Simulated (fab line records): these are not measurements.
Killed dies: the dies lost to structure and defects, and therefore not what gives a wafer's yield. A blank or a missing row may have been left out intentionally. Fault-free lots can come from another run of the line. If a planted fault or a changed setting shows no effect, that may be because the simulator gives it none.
fab line records	flow sky130
record: lots: 12	wafers: 36	lastDay: 50
route steps=708 shown PWDE@52 SONOS_TUNNEL@158 RES_XHIGH@360 CONTACT@430 PAD_OPEN@708
lots with no fault: from the same line, run without faults
startH: start of the lot's first displayed wafer, in hours after the record's first day	waitH: hours elapsed since this lot's preceding step	" the same as in the row above	L1.1+2: a row that stands for several wafers	- no value, or no start was given	* or withheld: withheld	< > ~ a bound
route shown NAME@n: NAME is a module with steps in the file, n the number in the route of the first one	usual: average and standard deviation across the fault-free wafers	same: alike in all rows	chamber/n: place in a boat	sites: readings site by site	_std_site: the values' standard deviation	_edge_site: outer sites' mean less inner sites'	radiusMm: how far each site lies from the wafer's centre	mask NAME#n: copy n	behind: the most recent tool/chamber to have shaped the wafer	hold: cause of the lot's hold/its duration in hours/its outcome	device: whichever transistor did not switch (one of n, p or np)	end of line: tests of these same wafers at the route's end	for a step that has no rows: nothing shown but its recipe	killed: dies that structure and defects cost at the first sort, which is not the same as the wafer's yield	map: a wafer's dies, marking killed ones x, the rest . and places with no die _
set.NAME: the setting that was run; set.NAME@STEP: the one run at that earlier step	model.NAME: the simulator's own value behind a step, which no gauge read
steps of the route over a sample of lots; a table a step, a row a wafer
services: when a tool's chamber went out of use (startH, in hours from the record's first day, below 0 if earlier), for how many hours, and the reason
== steps ==
step: SKY_PWDE_OVL_MEAS_07
usual: PWDE_OVL: 0.5/1.5
lot.wafer	tool	chamber	startH	waitH	PWDE_OVL[nm]
L981.2	overlay-02	-	68.56	-	1.1
L981.5	"	-	"	"	2.0
L981.6	"	-	"	"	-0.7
L983.3	overlay-02	-	74.72	-	3.5
L983.4	"	-	"	"	3.1
L983.5	"	-	"	"	3.1
L986.1	overlay-02	-	93.21	-	-0.8
L986.2	"	-	"	"	1.6
L986.3	"	-	"	"	-0.6
L991.2	overlay-02	-	127.87	-	1.0
L991.3	"	-	"	"	1.2
L991.6	"	-	"	"	-1.0
L990.1	overlay-02	-	128.51	-	-2.0
L990.3	"	-	"	"	-1.7
L990.5	"	-	"	"	-1.4
L992.1	overlay-01	-	128.86	-	2.6
L992.4	"	-	"	"	0.9
L992.6	"	-	"	"	2.0
L993.2	overlay-02	-	137.02	-	0.7
L993.3	"	-	"	"	0.0
L993.6	"	-	"	"	-1.4
L100.1	overlay-02	-	177.66	-	0.0
L100.3	"	-	"	"	0.5
L100.4	"	-	"	"	-0.8
L101.3	overlay-01	-	178.87	-	-1.6
L101.4	"	-	"	"	-0.3
L101.6	"	-	"	"	-1.4
L102.2	overlay-02	-	185.27	-	1.6
L102.4	"	-	"	"	3.2
L102.5	"	-	"	"	1.6
L103.1	overlay-01	-	189.96	-	0.5
L103.3	"	-	"	"	0.0
L103.5	"	-	"	"	0.7
L104.2	overlay-02	-	198.01	-	0.7
L104.3	"	-	"	"	0.5
L104.6	"	-	"	"	0.9
step: SKY_SONOS_TUNNEL_EXPOSE_04
recipe: maskId: TUNM	na: 0.6	sourceShape: conventional	sigmaOuter: 0.6	polarization: unpolarized	targetCdNm: 410	doseMj: 136
same: sigmaOuter: 0.6
lot.wafer	tool	chamber	startH	waitH	mask
L981.2+5+6	ilineStepper-02	0	235.98	-	TUNM#0
L983.3+4+5	ilineStepper-01	0	247.72	-	TUNM#0
L986.1+2+3	ilineStepper-02	0	270.73	-	TUNM#0
L991.2+3+6	ilineStepper-02	0	318.93	-	TUNM#0
L990.1+3+5	ilineStepper-01	0	319.49	-	TUNM#0
L992.1+4+6	ilineStepper-01	0	320.21	-	TUNM#0
L993.2+3+6	ilineStepper-01	0	333.28	-	NWM#0
L100.1+3+4	ilineStepper-01	0	389.49	-	TUNM#0
L101.3+4+6	ilineStepper-02	0	390.37	-	TUNM#0
L102.2+4+5	ilineStepper-02	0	398.98	-	TUNM#0
L103.1+3+5	ilineStepper-02	0	407.13	-	TUNM#0
L104.2+3+6	ilineStepper-02	0	416.83	-	TUNM#0
step: SKY_SONOS_TUNNEL_CD_MEAS_07
recipe: targetCdNm: 410
usual: cdNm: 409.6/2.2
lot.wafer	tool	chamber	startH	waitH	cdNm
L981.2	cdSem-02	-	247.78	0.1	413.6
L981.5	"	-	"	"	415.6
L981.6	"	-	"	"	412.6
L983.3	cdSem-02	-	259.25	0.1	407.7
L983.4	"	-	"	"	409.0
L983.5	"	-	"	"	408.8
L986.1	cdSem-02	-	282.11	0.1	409.4
L986.2	"	-	"	"	408.3
L986.3	"	-	"	"	406.6
L991.2	cdSem-01	-	332.38	0.1	413.8
L991.3	"	-	"	"	409.8
L991.6	"	-	"	"	411.7
L990.1	cdSem-02	-	332.66	0.1	408.0
L990.3	"	-	"	"	409.0
L990.5	"	-	"	"	407.6
L992.1	cdSem-02	-	333.51	0.1	409.8
L992.4	"	-	"	"	406.6
L992.6	"	-	"	"	408.9
L993.2	cdSem-02	-	345.98	0.1	-
L993.3	"	-	"	"	-
L993.6	"	-	"	"	-
L100.1	cdSem-02	-	402.86	0.1	409.5
L100.3	"	-	"	"	412.6
L100.4	"	-	"	"	411.3
L101.3	cdSem-01	-	403.80	0.1	413.0
L101.4	"	-	"	"	412.7
L101.6	"	-	"	"	411.1
L102.2	cdSem-02	-	412.58	0.1	407.3
L102.4	"	-	"	"	408.0
L102.5	"	-	"	"	408.2
L103.1	cdSem-01	-	422.21	0.1	411.7
L103.3	"	-	"	"	407.8
L103.5	"	-	"	"	412.0
L104.2	cdSem-01	-	431.83	0.1	409.2
L104.3	"	-	"	"	408.4
L104.6	"	-	"	"	408.9
step: SKY_SONOS_TUNNEL_TW_MEAS_12
usual: SONOS_TUNNEL_TW: 197.6/2.1
lot.wafer	tool	chamber	startH	waitH	SONOS_TUNNEL_TW
L981.2	filmMetro-03	-	248.37	0.0	199.0
L981.5	"	-	"	"	197.7
L981.6	"	-	"	"	197.9
L983.3	filmMetro-02	-	259.81	0.0	197.7
L983.4	"	-	"	"	198.3
L983.5	"	-	"	"	198.9
L986.1	filmMetro-04	-	282.70	0.0	196.4
L986.2	"	-	"	"	195.3
L986.3	"	-	"	"	195.1
L991.2	filmMetro-03	-	332.94	0.0	198.7
L991.3	"	-	"	"	198.6
L991.6	"	-	"	"	200.2
L990.1	filmMetro-02	-	333.24	0.0	197.4
L990.3	"	-	"	"	196.3
L990.5	"	-	"	"	198.5
L992.1	filmMetro-03	-	334.11	0.0	199.3
L992.4	"	-	"	"	200.2
L992.6	"	-	"	"	199.0
L993.2	filmMetro-02	-	346.54	0.0	30.0
L993.3	"	-	"	"	29.9
L993.6	"	-	"	"	29.8
L100.1	filmMetro-04	-	403.43	0.0	195.2
L100.3	"	-	"	"	194.9
L100.4	"	-	"	"	194.3
L101.3	filmMetro-02	-	404.35	0.0	199.3
L101.4	"	-	"	"	200.8
L101.6	"	-	"	"	199.1
L102.2	filmMetro-04	-	413.14	0.0	195.3
L102.4	"	-	"	"	195.7
L102.5	"	-	"	"	195.4
L103.1	filmMetro-04	-	422.78	0.0	194.7
L103.3	"	-	"	"	195.2
L103.5	"	-	"	"	197.1
L104.2	filmMetro-03	-	432.56	0.0	201.9
L104.3	"	-	"	"	201.5
L104.6	"	-	"	"	201.2
step: SKY_SD_N_RS_MEAS_18
recipe: thkMeasGauge: four-point-probe
usual: RES_XHIGH_RS: 333.2/1.3
lot.wafer	tool	chamber	startH	waitH	RES_XHIGH_RS[ohm/sq]
L981.2	filmMetro-02	-	636.81	0.1	335.6
L981.5	"	-	"	"	333.7
L981.6	"	-	"	"	335.9
L983.3	filmMetro-03	-	654.99	0.1	333.1
L983.4	"	-	"	"	332.1
L983.5	"	-	"	"	333.0
L986.1	filmMetro-02	-	680.34	0.1	334.1
L986.2	"	-	"	"	332.4
L986.3	"	-	"	"	334.2
L992.1	filmMetro-03	-	735.39	0.1	332.9
L992.4	"	-	"	"	334.1
L992.6	"	-	"	"	333.2
L991.2	filmMetro-02	-	741.96	0.1	335.8
L991.3	"	-	"	"	335.4
L991.6	"	-	"	"	334.7
L990.1	filmMetro-02	-	743.19	0.1	333.9
L990.3	"	-	"	"	333.2
L990.5	"	-	"	"	333.3
L100.1	filmMetro-01	-	799.98	0.1	332.8
L100.3	"	-	"	"	333.6
L100.4	"	-	"	"	332.9
L101.3	filmMetro-01	-	801.43	0.1	333.3
L101.4	"	-	"	"	334.5
L101.6	"	-	"	"	334.2
L102.2	filmMetro-03	-	808.96	0.1	332.0
L102.4	"	-	"	"	333.1
L102.5	"	-	"	"	332.8
L103.1	filmMetro-02	-	817.43	0.1	331.7
L103.3	"	-	"	"	331.6
L103.5	"	-	"	"	332.0
L104.2	filmMetro-01	-	827.25	0.1	333.0
L104.3	"	-	"	"	330.7
L104.6	"	-	"	"	331.9
step: SKY_CONTACT_CVD_24
recipe: material: W	targetThkNm: 340	timeS: 102.12	tempC: 400	pressureTorr: 40
usual: heaterPowerW: 829/42
lot.wafer	tool	chamber	startH	waitH	heaterPowerW
L981.2	cvdW-01	1	727.15	0.0	768
L981.5	"	0	"	"	861
L981.6	"	1	"	"	780
L983.3	cvdW-01	1	743.92	0.1	775
L983.4	"	0	"	"	876
L983.5	"	0	"	"	881
L986.1	cvdW-02	1	769.10	0.0	802
L986.2	"	0	"	"	810
L986.3	"	0	"	"	832
L992.1	cvdW-02	0	821.59	0.0	835
L992.4	"	1	"	"	811
L992.6	"	0	"	"	825
L991.2	cvdW-01	0	828.15	0.0	910
L991.3	"	0	"	"	895
L991.6	"	1	"	"	784
L990.1	cvdW-01	1	829.41	0.0	816
L990.3	"	1	"	"	785
L990.5	"	0	"	"	901
L100.1	cvdW-02	0	884.44	0.0	851
L100.3	"	1	"	"	810
L100.4	"	0	"	"	852
L101.3	cvdW-01	0	884.69	0.1	898
L101.4	"	1	"	"	769
L101.6	"	0	"	"	885
L102.2	cvdW-02	1	893.22	0.0	835
L102.4	"	0	"	"	835
L102.5	"	0	"	"	841
L103.1	cvdW-01	1	901.25	0.0	790
L103.3	"	0	"	"	895
L103.5	"	0	"	"	875
L104.2	cvdW-01	1	909.95	0.0	801
L104.3	"	0	"	"	878
L104.6	"	1	"	"	787
step: SKY_PAD_OPEN_PROBE_99
usual: killed_at_M0_to_M3: 42/6.6	killed_at_M4_up: 3.0/1.8	killedAtContacts: 25/5.1	killedAtFrontEnd: 15/4.4	killedAtOther: 0.3/0.56	killedDies: 86/8.6	killedOnRim: 17/3.9	killedOpen: 47/6.9	killedShort: 38/6
same: grossDies: 492	killedAtBackSide: 0
lot.wafer	tool	chamber	startH	waitH	killed_at_M0_to_M3	killed_at_M4_up	killedAtContacts	killedAtFrontEnd	killedAtOther	killedDies	killedOnRim	killedOpen	killedShort
L993.2	prober-01	-	1151.73	0.1	48	2	26	415	1	492	96	45	51
L993.3	prober-01	-	1151.78	0.2	41	3	37	411	0	492	96	52	45
L993.6	prober-01	-	1151.93	0.2	44	2	26	420	0	492	96	45	50
L101.3	prober-01	-	1182.91	0.2	49	0	25	14	0	88	21	46	42
L101.4	prober-01	-	1182.96	0.2	36	7	22	15	2	82	13	48	34
L101.6	prober-01	-	1183.06	0.2	34	3	23	12	1	73	12	45	28
L102.2	prober-02	-	1187.64	0.1	47	2	31	16	0	96	19	50	46
L102.4	prober-02	-	1187.74	0.2	36	1	20	13	1	71	19	35	36
L102.5	prober-02	-	1187.79	0.2	54	1	32	15	0	102	19	63	39
killed by level:class
L993.2 SONOS_TUNNEL:areaExpose=396 VIA1:geometricParticle:open=10 CONTACT:geometricParticle:short=9 CONTACT:geometricParticle:open=9 VIA2:geometricParticle:open=8 METAL1:geometricParticle:short=6 VIA1:geometricParticle:short=6 METAL2:geometricParticle:short=6
L993.3 SONOS_TUNNEL:areaExpose=395 CONTACT:geometricParticle:open=15 FIELD_ISO:geometricParticle:open=8 LI_CONTACT:geometricParticle:open=8 METAL1:geometricParticle:short=8 CONTACT:geometricParticle:short=7 VIA1:geometricParticle:open=6 VIA2:geometricParticle:short=6
L993.6 SONOS_TUNNEL:areaExpose=397 CONTACT:geometricParticle:open=10 VIA1:geometricParticle:open=10 CONTACT:geometricParticle:short=9 VIA1:geometricParticle:short=8 FIELD_ISO:geometricParticle:short=6 VIA3:geometricParticle:open=6 POLY_GATE:geometricParticle:short=5
L101.3 VIA1:geometricParticle:open=11 CONTACT:geometricParticle:open=7 LOCAL_INTERCONNECT:geometricParticle:short=6 POLY_GATE:geometricParticle:open=5 METAL1:geometricParticle:short=5 VIA1:geometricParticle:short=5 POLY_GATE:geometricParticle:short=4 LI_CONTACT:geometricParticle:open=4
L101.4 VIA2:geometricParticle:open=10 VIA1:geometricParticle:open=9 LI_CONTACT:geometricParticle:open=7 METAL4:geometricParticle:short=7 CONTACT:geometricParticle:open=6 CONTACT:geometricParticle:short=5 METAL1:geometricParticle:short=5 VIA3:geometricParticle:open=5
L101.6 LI_CONTACT:geometricParticle:open=8 VIA1:geometricParticle:open=8 CONTACT:geometricParticle:open=7 FIELD_ISO:geometricParticle:short=6 VIA2:geometricParticle:open=6 METAL2:geometricParticle:short=5 LI_CONTACT:geometricParticle:short=4 VIA3:geometricParticle:open=4
L102.2 VIA1:geometricParticle:open=10 LI_CONTACT:geometricParticle:open=9 CONTACT:geometricParticle:open=8 VIA3:geometricParticle:open=8 FIELD_ISO:geometricParticle:short=7 CONTACT:geometricParticle:short=6 VIA2:geometricParticle:open=5 METAL2:geometricParticle:short=5
L102.4 VIA1:geometricParticle:open=10 CONTACT:geometricParticle:open=7 METAL1:geometricParticle:short=6 VIA2:geometricParticle:open=6 CONTACT:geometricParticle:short=5 LOCAL_INTERCONNECT:geometricParticle:short=5 FIELD_ISO:geometricParticle:short=4 METAL2:geometricParticle:short=4
L102.5 VIA1:geometricParticle:open=13 CONTACT:geometricParticle:open=12 VIA2:geometricParticle:open=10 LI_CONTACT:geometricParticle:open=7 VIA3:geometricParticle:open=7 CONTACT:geometricParticle:short=7 METAL2:geometricParticle:short=7 FIELD_ISO:geometricParticle:open=6
== services ==
tool	chamber	startH	hours	kind
cvdW-01	0	253.81	10.4	repair
ilineStepper-02	-	274.07	8.9	pm
ilineStepper-01	-	282.96	1.7	pm
ilineStepper-02	-	307.21	6.1	repair
cvdW-01	0	343.18	6.3	repair
ilineStepper-02	-	355.13	1.7	pm
cvdW-01	-	390.00	14.0	pm
ilineStepper-02	-	424.28	2.1	pm
ilineStepper-02	-	427.12	10.6	repair
ilineStepper-02	-	439.63	12.1	repair
cvdW-01	-	453.55	0.6	repair
ilineStepper-02	-	480.42	8.8	repair
cvdW-01	-	481.91	28.1	pm
ilineStepper-02	-	536.13	1.7	repair
cvdW-01	-	572.01	2.8	pm
ilineStepper-02	-	573.37	1.7	pm
ilineStepper-02	-	711.03	4.3	pm
cvdW-01	-	713.49	6.9	pm
cvdW-01	-	722.55	2.5	repair
ilineStepper-02	-	791.49	1.7	pm
ilineStepper-02	-	796.87	25.2	repair
ilineStepper-02	-	829.45	11.9	repair
ilineStepper-02	-	841.32	4.4	pm
ilineStepper-02	-	891.83	9.7	repair
== key ==
firstSign: step: SKY_SONOS_TUNNEL_EXPOSE_04	reading: mask	direction: changed
effect: step: SKY_SONOS_TUNNEL_CD_MEAS_07	reading: cdNm	direction: missing
effect: step: SKY_SONOS_TUNNEL_TW_MEAS_12	reading: SONOS_TUNNEL_TW	direction: down	sigmas: 78	usual: 197.6	struck: 29.9
effect: step: SKY_PAD_OPEN_PROBE_99	reading: killedAtFrontEnd	direction: up	sigmas: 92	usual: 15	struck: 415
moreKillsBornAt: SKY_SONOS_TUNNEL_EXPOSE_04@ilineStepper-01: 1188
metAt SKY_SONOS_TUNNEL_EXPOSE_04
struckLots L993
laterRowsLeftOut L993.2,L993.3,L993.6
testerLeftOut L993
notActingAt SKY_PWDE_OVL_MEAS_07,SKY_SD_N_RS_MEAS_18,SKY_CONTACT_CVD_24
onsetBetween 320.21 333.28
fault: kind: wrongMask	tool: any	chamber: -	onsetH: 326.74	steps: SKY_SONOS_TUNNEL_EXPOSE_04	auxCopy: NWM#0	scope: struckLotsOnly
testerLeftOut: of these lots the tester's yield and bins aren't shown, on N5 and GAA mostly nor the transistor test; their killed dies are dies lost to structure and defects alone, not to doping, threshold or leakage, so they don't give the yield
laterRowsLeftOut: the simulator's readings of these wafers behind a module that went badly wrong aren't trusted and aren't shown, but for the sort
